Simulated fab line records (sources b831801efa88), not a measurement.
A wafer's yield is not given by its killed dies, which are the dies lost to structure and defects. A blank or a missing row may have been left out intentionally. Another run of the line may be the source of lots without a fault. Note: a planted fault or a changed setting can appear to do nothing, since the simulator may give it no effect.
Chamber matching + flow sky130 + SKY_SONOS_ONO_ETCH_15 on rie diel-01: 4 sister chambers
The step etches the open film in CHF3/O2, target depth 19.52 nm, time 7.8 s. 14 wafers are shown with their chamber, then 7 later ones without.

WAFERS PAIRED WITH THEIR CHAMBERS
| wafer  | chamber | drypump motor current A (A) | oes product au (a.u.) | throttle valve pct (%) |
|--------|---------|-----------------------------|-----------------------|------------------------|
| L992.2 | 2       | 6.0                         | 1.017                 | 8.821                  |
| L992.3 | 0       | 5.7                         | 0.997                 | 8.826                  |
| L992.5 | 2       | 6.0                         | 1.005                 | 8.823                  |
| L994.1 | 2       | 6.0                         | 1.003                 | 8.823                  |
| L994.2 | 0       | 5.8                         | 0.998                 | 8.828                  |
| L994.6 | 0       | 5.8                         | 0.998                 | 8.832                  |
| L998.2 | 3       | 5.8                         | 1.012                 | 8.823                  |
| L998.3 | 1       | 5.9                         | 1.008                 | 8.823                  |
| L998.4 | 2       | 6.0                         | 1.007                 | 8.822                  |
| L999.2 | 2       | 6.0                         | 1.017                 | 8.830                  |
| L999.3 | 3       | 5.7                         | 1.016                 | 8.829                  |
| L999.4 | 0       | 5.8                         | 1.005                 | 8.828                  |
| L112.1 | 1       | 5.9                         | 0.993                 | 8.822                  |
| L112.2 | 2       | 6.0                         | 0.999                 | 8.825                  |

SIGNATURES (means of the wafers above)
| reading                 | chamber 0 | chamber 1 | chamber 2 | chamber 3 | scatter within a chamber |
|-------------------------|-----------|-----------|-----------|-----------|--------------------------|
| drypump motor current A | 5.775     | 5.900     | 6.000     | 5.750     | 0.0354                   |
| oes product au          | 0.99950   | 1.00050   | 1.00800   | 1.01400   | 0.00663                  |
| throttle valve pct      | 8.82850   | 8.82250   | 8.82400   | 8.82600   | 0.00299                  |
Rule: for each reading, subtract the chamber's mean from the wafer's reading, divide by that reading's scatter and square the result; add these up over the readings and take the root, which gives the wafer's distance from the chamber. The wafer belongs to the nearest chamber; if the next one is less than 2 further off, it can't be placed. The scatter: take each reading less its chamber's mean, square it, sum over the shown wafers, divide by the number of wafers less the number of chambers, and take the root.

WAFERS WITHOUT THEIR CHAMBER
| wafer  | drypump motor current A (A) | oes product au (a.u.) | throttle valve pct (%) |
|--------|-----------------------------|-----------------------|------------------------|
| L112.6 | 5.9                         | 0.999                 | 8.825                  |
| L113.1 | 6.0                         | 1.007                 | 8.823                  |
| L113.4 | 6.0                         | 1.009                 | 8.830                  |
| L113.6 | 5.8                         | 1.005                 | 8.842                  |
| L114.2 | 5.9                         | 1.004                 | 8.825                  |
| L114.5 | 6.0                         | 1.013                 | 8.840                  |
| L114.6 | 5.8                         | 1.010                 | 8.825                  |

THE CHAMBER EACH PASSED THROUGH
| wafer  | from the rows above          | in truth |
|--------|------------------------------|----------|
| L112.6 | 1                            | 1        |
| L113.1 | 2                            | 2        |
| L113.4 | can't be placed: 2 or 1      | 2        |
| L113.6 | can't be placed: 0 or 3      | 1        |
| L114.2 | can't be placed: 1 or 2      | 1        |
| L114.5 | can't be placed: 2 or 1      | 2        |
| L114.6 | can't be placed: 3 or 0 or 1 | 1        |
Placed correctly: 2 of 7. Cannot be placed on the basis of these rows: 5; the candidates contain the true chamber in 4. 0 placed wrongly.
